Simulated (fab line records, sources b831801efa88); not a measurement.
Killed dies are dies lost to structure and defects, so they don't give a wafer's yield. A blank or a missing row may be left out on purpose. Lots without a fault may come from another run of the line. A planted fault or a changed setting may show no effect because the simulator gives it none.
A struck lot beside a sound one | flow sky130 | 4 steps out of a route of 708
Sound: wafers L749.1, L749.2, L749.4. Struck: wafers L758.1, L758.4, L758.5. The cause comes at the end.
At each step with rows: each side's tool, then ch and its chambers, then its first start. Under that, the readings that differ: sound wafers | struck wafers | difference of the means | sigmas: that difference in standard deviations of wafers without a fault.
alike: readings whose means differ by less than 2 such deviations, and words and numbers that are the same on both sides. not compared: withheld readings, readings that some wafer has no value for, bounds like >300 that may hide the same value, and numbers for which the record gives no deviation and whose values overlap.
The two part at a step that has a row with sigmas, a row that says differs or no value, or rows on one side only. Numbers that don't overlap but have no deviation are shown without sigmas and don't part them. A reading that every wafer of one side lacks parts them only if that side has two wafers or more.

SKY_FIELD_ISO_BOW_MEAS_00:
  sound on film_metro-02, day 1 10:00; struck on film_metro-01, day 3 07:00
  alike: INCOMING_BOW
SKY_FIELD_ISO_OXIDATION_01: stabilise 600 s, purge 300 s, target thk 12 nm.
  sound on furnace-01 ch 0, day 1 10:49; struck on furnace-01, day 3 08:53
  no value came back on the struck wafers for ox_temp_c (C), ox_temp_c_max, spike_tc_centre_C (C); on the sound wafers ox_temp_c (C) reads 899.9 899.7 900.2
then, 1 step without rows for these wafers: SKY_FIELD_ISO_CVD_03 (deposits Si3N4 from DCS/NH3, target thk 165 nm, time 2830 s).
-- the record jumps here: 45 days lie between the struck wafers' starts before and after (it left off in module FIELD_ISO and takes up again in module PAD_OPEN, whose first step shown is number 708 of the route) --
SKY_PAD_OPEN_PROBE_99:
  sound on prober-01, day 45 20:10; struck on prober-02, day 48 06:13
  reading                                          | sound                | struck               | difference | sigmas
  model.etest.cap_li_to_poly.c_af_um2              | 100.8 96.11 98.22    | 95.1 90.8 95.59      | -4.5       |
  model.etest.diode_ndiff_fingers.leak_log10_a_cm2 | -6.786 -6.601 -6.567 | -6.12 -6.092 -6.157  | +0.53      |
  model.etest.diode_pdiff_fingers.leak_log10_a_cm2 | -6.585 -6.769 -6.573 | -5.713 -5.72 -5.815  | +0.893     |
  model.etest.sram_nfet_pass.off_log10_a_um        | -12.38 -12.83 -12.67 | -12.34 -11.92 -11.99 | +0.54      |
  not compared: model.etest.pfet_16v.r_on_ohm_um, model.etest.cap_poly_to_well.c_af_um2, model.etest.field_p.vt_v, model.etest.field_n.vt_v

WHERE THEY PART
Only at SKY_FIELD_ISO_OXIDATION_01, within this record.

WHY: what the simulator had put in
Skipped step whole: furnace-01, from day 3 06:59 on, at SKY_FIELD_ISO_OXIDATION_01. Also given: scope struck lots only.
